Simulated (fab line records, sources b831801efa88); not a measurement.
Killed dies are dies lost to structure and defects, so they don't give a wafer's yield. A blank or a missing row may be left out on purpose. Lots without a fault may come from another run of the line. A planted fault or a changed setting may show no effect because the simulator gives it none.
A struck lot beside a sound one | flow sky130 | 34 steps out of a route of 708
Sound: wafers L271.2, L271.3, L271.4. Struck: wafers L287.1, L287.4, L287.5. The cause comes at the end.
At each step with rows: each side's tool, then ch and its chambers, then its first start. Under that, the readings that differ: sound wafers | struck wafers | difference of the means | sigmas: that difference in standard deviations of wafers without a fault.
alike: readings whose means differ by less than 2 such deviations, and words and numbers that are the same on both sides. not compared: withheld readings, readings that some wafer has no value for, bounds like >300 that may hide the same value, and numbers for which the record gives no deviation and whose values overlap.
The two part at a step that has a row with sigmas, a row that says differs or no value, or rows on one side only. Numbers that don't overlap but have no deviation are shown without sigmas and don't part them. A reading that every wafer of one side lacks parts them only if that side has two wafers or more.

first, 9 steps without rows for these wafers: SKY_VIA2_DEHYDRATE_04 (time 60 s); SKY_VIA2_HMDS_05 (prime time 60 s); SKY_VIA2_COAT_06 (resist thk 60 nm); SKY_VIA2_COAT_07 (resist thk 450 nm); SKY_VIA2_SOFTBAKE_08 (time 90 s); SKY_VIA2_EXPOSE_09 (exposes mask VIM2, target cd 200 nm); SKY_VIA2_PEB_10; SKY_VIA2_DEVELOP_11 (develop time 60 s); SKY_VIA2_ETCH_14 (etches BARC in N2/H2, stops on SiO2, time 45.9 s, target depth 60 nm).
SKY_VIA2_ETCH_15: etches SiO2 in C4F8/O2/Ar, stops on TiN, target depth 546 nm, time 84 s.
  sound on rie_diel-02 ch 0,2,3, day 36 19:18; struck on rie_diel-01 ch 0,1,2, day 41 10:03
  alike: chamber_pressure_mTorr, oes_product_au, rf_fwd_power_W
  not compared: rf_hours_counter_h
then, 23 steps without rows for these wafers: SKY_VIA2_STRIP_16 (strips in O2/N2); SKY_VIA2_STRIP_17 (strips in post etch residue remover, time 1200 s); SKY_VIA2_CLEAN_18 (cleans in IPA, time 180 s); SKY_VIA2_CLEAN_19 (cleans in O3/DIW); SKY_VIA2_SPUTTER_20 (material TiN, target thk 20 nm, time 80 s); SKY_VIA2_CVD_21 (deposits W, target thk 420 nm, time 126.4 s); SKY_VIA2_CMP_24 (polishes, stops on SiO2, t overpolish 20 s, target thk 0 nm); SKY_METAL3_SPUTTER_00 (material Ti, target thk 15 nm, time 10 s); SKY_METAL3_SPUTTER_01 (material TiN, target thk 20 nm, time 16.7 s); SKY_METAL3_SPUTTER_02 (material AlCu, target thk 735 nm, time 39.1 s); SKY_METAL3_SPUTTER_03 (material Ti, target thk 5 nm, time 3.3 s); SKY_METAL3_SPUTTER_04 (material TiN, target thk 70 nm, time 58.3 s); SKY_CAPM_CVD_00 (deposits SiO2, target thk 15.5 nm); SKY_CAPM_SPUTTER_02 (material TiN, target thk 200 nm, time 166.7 s); SKY_CAPM_DEHYDRATE_05 (time 60 s); SKY_CAPM_HMDS_06 (prime time 60 s); SKY_CAPM_COAT_07 (resist thk 1140 nm); SKY_CAPM_SOFTBAKE_08 (time 60 s); SKY_CAPM_EXPOSE_09 (exposes mask CAPM, target cd 1000 nm); SKY_CAPM_PEB_10; SKY_CAPM_DEVELOP_11 (develop time 60 s); SKY_CAPM_METAL_ETCH_13 (etches TiN in Cl2/BCl3, stops on SiO2, target depth 220 nm, time 62.9 s); SKY_CAPM_STRIP_14 (strips in O2/N2).
-- the record jumps here: 8 days lie between the struck wafers' starts before and after (it left off in module CAPM and takes up again in module PAD_OPEN, whose first step shown is number 708 of the route) --
SKY_PAD_OPEN_PROBE_99:
  the record has rows for the struck wafers here (prober-02, day 49 16:52) and none for the sound ones

WHERE THEY PART
Only at SKY_PAD_OPEN_PROBE_99, within this record.

WHY: what the simulator had put in
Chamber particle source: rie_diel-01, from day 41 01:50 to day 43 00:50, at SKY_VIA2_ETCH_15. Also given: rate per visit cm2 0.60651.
